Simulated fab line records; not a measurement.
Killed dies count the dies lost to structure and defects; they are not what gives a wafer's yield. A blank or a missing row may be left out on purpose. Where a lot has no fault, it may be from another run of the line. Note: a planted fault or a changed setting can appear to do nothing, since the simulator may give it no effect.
One fault through the eyes of 2 desks    flow sky130    each desk has only its own numbers; what lay behind them comes last

== FOR THE TOOL OWNER'S DESK: implanter-04 ==
The tool's own readings at SKY_LDD_N_IMPLANT_08: means of the sampled wafers that have a number, for each lot that ran on this tool. If a lot's mean is further than 4 standard deviations from the usual mean, the lot is out of limits and carries the mark OUT (the distance appears in the brackets).
Columns: A = rotation-deg at SKY_LDD_N_IMPLANT_08, usual 22.993 degrees
lot   first seen here  A
L561  day 20 18:24     23.000
L565  day 22 00:44     194.017 (+99 or more) OUT
L567  day 22 20:45     194.017 (+99 or more) OUT
This desk's verdict: out of limits on L565, L567, starting with L565 at day 22 00:44 (rotation-deg at SKY_LDD_N_IMPLANT_08). In limits: L561.

== THE METROLOGY DESK ==
What the gauges read, lot by lot, whatever tool the lot ran on: means of the sampled wafers that have a number. If a lot's mean is further than 4 standard deviations from the usual mean, the lot is out of limits and carries the mark OUT (the distance appears in the brackets).
Columns: A = POLY_GATE_OXIDATION_THK at SKY_POLY_GATE_THK_MEAS_21, usual 3.99 nm; B = cd-nm at SKY_POLY_GATE_CD_MEAS_22, usual 149.5 nm; C = LDD_N_OVL at SKY_LDD_N_OVL_MEAS_07, usual 0.1 nm
lot   first seen here  A     B      C
L561  day 19 10:41     3.93  151.2  -0.4
L565  day 20 17:17     3.92  148.2  1.0
L567  day 21 13:32     4.05  148.4  1.4
L568  day 21 23:59     4.07  149.2  0.6
L571  day 22 19:08     3.85  151.6  0.4
L574  day 24 03:34     4.05  150.2  1.8
This desk's finding: nothing out of limits on any of the 6 lots.

== BROUGHT TOGETHER ==
The tool owner's desk had the chance to raise an alarm at day 22 00:44 on L565, L567.
The metrology desk saw nothing out of limits.
The metrology desk holds a record of L565, L567, inside its limits.
All the named lots went through SKY_LDD_N_IMPLANT_08 on implanter-04.

== WHAT THE SIMULATOR PUT IN ==
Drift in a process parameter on implanter-04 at SKY_LDD_N_IMPLANT_08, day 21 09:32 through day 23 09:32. From 23, the setting rotation-deg moved by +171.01. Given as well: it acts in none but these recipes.
Struck lots among those shown: L565, L567.
Delay in hours, fault start to first out-of-limits reading, by desk: the tool owner's desk at 15.
